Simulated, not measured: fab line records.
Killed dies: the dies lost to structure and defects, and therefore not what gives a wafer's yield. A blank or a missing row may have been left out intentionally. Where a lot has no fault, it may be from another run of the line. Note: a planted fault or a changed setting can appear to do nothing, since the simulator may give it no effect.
Which of the tools did it? + flow gf180mcu + 14 lots, 42 wafers sampled, at 4 steps of a route of 602

== WHAT EACH GAUGE READ, for each wafer ==
GF_STI_THK_MEAS_30.
| lot  | measured    | on            | STI_OXIDATION_02_THK (nm) |
|------|-------------|---------------|---------------------------|
| L551 | day 2 07:24 | film_metro-03 | 10.57 10.46 10.50         |
| L552 | day 2 11:01 | film_metro-04 | 10.21 10.32 10.31         |
| L554 | day 2 20:45 | film_metro-04 | 10.59 10.33 10.47         |
| L555 | day 3 02:52 | film_metro-03 | 10.79 10.67 10.75         |
| L556 | day 3 08:47 | film_metro-03 | 10.36 10.44 10.48         |
| L557 | day 3 12:38 | film_metro-02 | 10.34 10.62 10.44         |
| L562 | day 4 20:02 | film_metro-02 | 10.45 10.52 10.38         |
| L563 | day 4 22:50 | film_metro-04 | 10.63 10.58 10.80         |
| L567 | day 5 17:56 | film_metro-04 | 10.28 10.08 10.13         |
| L568 | day 5 21:03 | film_metro-03 | 10.21 10.24 10.22         |
| L570 | day 6 08:34 | film_metro-03 | 10.57 10.57 10.55         |
| L572 | day 6 17:40 | film_metro-03 | 10.52 10.47 10.66         |
| L573 | day 6 22:37 | film_metro-02 | 10.59 10.73 10.73         |
| L574 | day 7 04:50 | film_metro-03 | 10.49 10.70 10.52         |

GF_PSD_CD_MEAS_07 targets a cd of 400 nm.
| lot  | measured     | on        | cd_nm (nm)        |
|------|--------------|-----------|-------------------|
| L551 | day 14 05:50 | cd_sem-01 | 399.3 401.5 401.6 |
| L552 | day 14 10:09 | cd_sem-01 | 402.5 401.7 402.3 |
| L554 | day 15 04:51 | cd_sem-02 | 397.8 400.5 399.2 |
| L555 | day 15 13:46 | cd_sem-02 | 399.4 399.4 399.3 |
| L556 | day 15 22:10 | cd_sem-01 | 402.7 398.9 401.4 |
| L557 | day 16 08:10 | cd_sem-02 | 400.7 399.0 401.4 |
| L562 | day 18 10:33 | cd_sem-02 | 399.3 398.5 401.3 |
| L563 | day 18 19:35 | cd_sem-02 | 404.3 403.9 404.2 |
| L567 | day 20 01:27 | cd_sem-02 | 397.4 399.0 395.7 |
| L568 | day 20 08:03 | cd_sem-02 | 400.5 400.8 401.5 |
| L570 | day 21 02:31 | cd_sem-01 | 398.9 400.0 399.3 |
| L572 | day 21 17:41 | cd_sem-02 | 395.7 394.5 394.8 |
| L573 | day 22 00:44 | cd_sem-02 | 397.3 396.5 398.0 |
| L574 | day 22 11:57 | cd_sem-02 | 399.9 400.7 401.0 |

GF_PSD_TW_MEAS_11.
| lot  | measured     | on            | PSD_TW         |
|------|--------------|---------------|----------------|
| L551 | day 14 06:14 | film_metro-02 | 3199 3191 3203 |
| L552 | day 14 10:32 | film_metro-03 | 3158 3141 3137 |
| L554 | day 15 05:14 | film_metro-02 | 3243 3243 3237 |
| L555 | day 15 14:08 | film_metro-03 | 3105 3103 3088 |
| L556 | day 15 22:33 | film_metro-02 | 3231 3235 3237 |
| L557 | day 16 08:34 | film_metro-02 | 3246 3237 3242 |
| L562 | day 18 10:58 | film_metro-01 | 3203 3208 3191 |
| L563 | day 18 20:15 | film_metro-01 | 3199 3189 3183 |
| L567 | day 20 01:52 | film_metro-01 | 3196 3179 3183 |
| L568 | day 20 08:28 | film_metro-03 | 3141 3154 3153 |
| L570 | day 21 02:55 | film_metro-02 | 3230 3244 3245 |
| L572 | day 21 18:05 | film_metro-01 | 3215 3221 3211 |
| L573 | day 22 01:08 | film_metro-02 | 3242 3230 3238 |
| L574 | day 22 12:22 | film_metro-02 | 3233 3225 3234 |

== TOOL THAT RAN EACH LOT (tool first, then ch and the chambers of the sampled wafers, then the start) ==
| lot  | GF_POLY_GATE_PEB_08               |
|------|-----------------------------------|
| L551 | litho_track-04 ch 0, day 9 03:59  |
| L552 | litho_track-03 ch 0, day 9 09:27  |
| L554 | litho_track-01 ch 0, day 10 02:10 |
| L555 | litho_track-03 ch 0, day 10 08:07 |
| L556 | litho_track-04 ch 0, day 10 16:47 |
| L557 | litho_track-03 ch 0, day 10 22:57 |
| L562 | litho_track-04 ch 0, day 12 19:53 |
| L563 | litho_track-04 ch 0, day 13 01:04 |
| L567 | litho_track-03 ch 0, day 14 02:10 |
| L568 | litho_track-03 ch 0, day 14 07:49 |
| L570 | litho_track-03 ch 0, day 14 20:19 |
| L572 | litho_track-03 ch 0, day 15 14:43 |
| L573 | litho_track-03 ch 0, day 15 20:14 |
| L574 | litho_track-03 ch 0, day 16 06:07 |
- GF_POLY_GATE_PEB_08: peb time 90 s.

== WHAT THE TOOLS THEMSELVES READ (means of the sampled wafers that have a number; where no wafer has one, the mark that the record gives instead) ==
GF_POLY_GATE_PEB_08.
| lot  | tool           | heater_power_total_W (W) |
|------|----------------|--------------------------|
| L551 | litho_track-04 | 85.63                    |
| L552 | litho_track-03 | 85.71                    |
| L554 | litho_track-01 | 85.73                    |
| L555 | litho_track-03 | 85.65                    |
| L556 | litho_track-04 | 85.69                    |
| L557 | litho_track-03 | 85.75                    |
| L562 | litho_track-04 | 87.20                    |
| L563 | litho_track-04 | 87.28                    |
| L567 | litho_track-03 | 85.67                    |
| L568 | litho_track-03 | 85.63                    |
| L570 | litho_track-03 | 85.71                    |
| L572 | litho_track-03 | 85.66                    |
| L573 | litho_track-03 | 85.79                    |
| L574 | litho_track-03 | 85.65                    |

== THE ANSWER, worked out from the rows above alone ==
Rule: the usual values come from the lots themselves. The widest of any qualifying gaps counts: lots, ordered by their means at a reading, are off when they make up no more than a third of the lots, leave a main group of 4 or more, and stand apart from it by 3 or more times the standard deviation of that group's means. If all means in a main group match to the digits the tables above print for the reading, that group is not used. A lot without any number at a reading at which 4 lots or more have one is off too. Any other lot the step has rows for is counted as sound. The gauges are gone through in route order, then the tools' own readings, and for those a lot's mean is taken as printed above. The first step at which some lot is off is used, and at that step the reading that is off furthest; a lot without a number counts as furthest.
Off: L562, L563 (GF_POLY_GATE_PEB_08, heater_power_total_W). The main group has a mean of 85.69 W with a standard deviation of 0.048.
If a tool, at that step or one of the process steps before it, ran each lot that is off and ran no sound lot following the first of them, it fits. One fits: GF_POLY_GATE_PEB_08 on litho_track-04. Its last sound lot is L556 (day 10 16:47), its first lot that is off L562 (day 12 19:53): a fault that began between those two fits.
On the lots that are off, the tool's own readings at GF_POLY_GATE_PEB_08 differ by more than 5 times the standard deviation of the sound lots' means, which bears it out; heater_power_total_W reads 87.24 W there versus 85.69 W on the sound lots.

== WHAT THE SIMULATOR HAD INSERTED ==
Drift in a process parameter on litho_track-04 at GF_POLY_GATE_PEB_08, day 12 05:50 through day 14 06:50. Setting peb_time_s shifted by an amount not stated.
Lots struck among those shown: L562, L563. The same result came from the rule above.
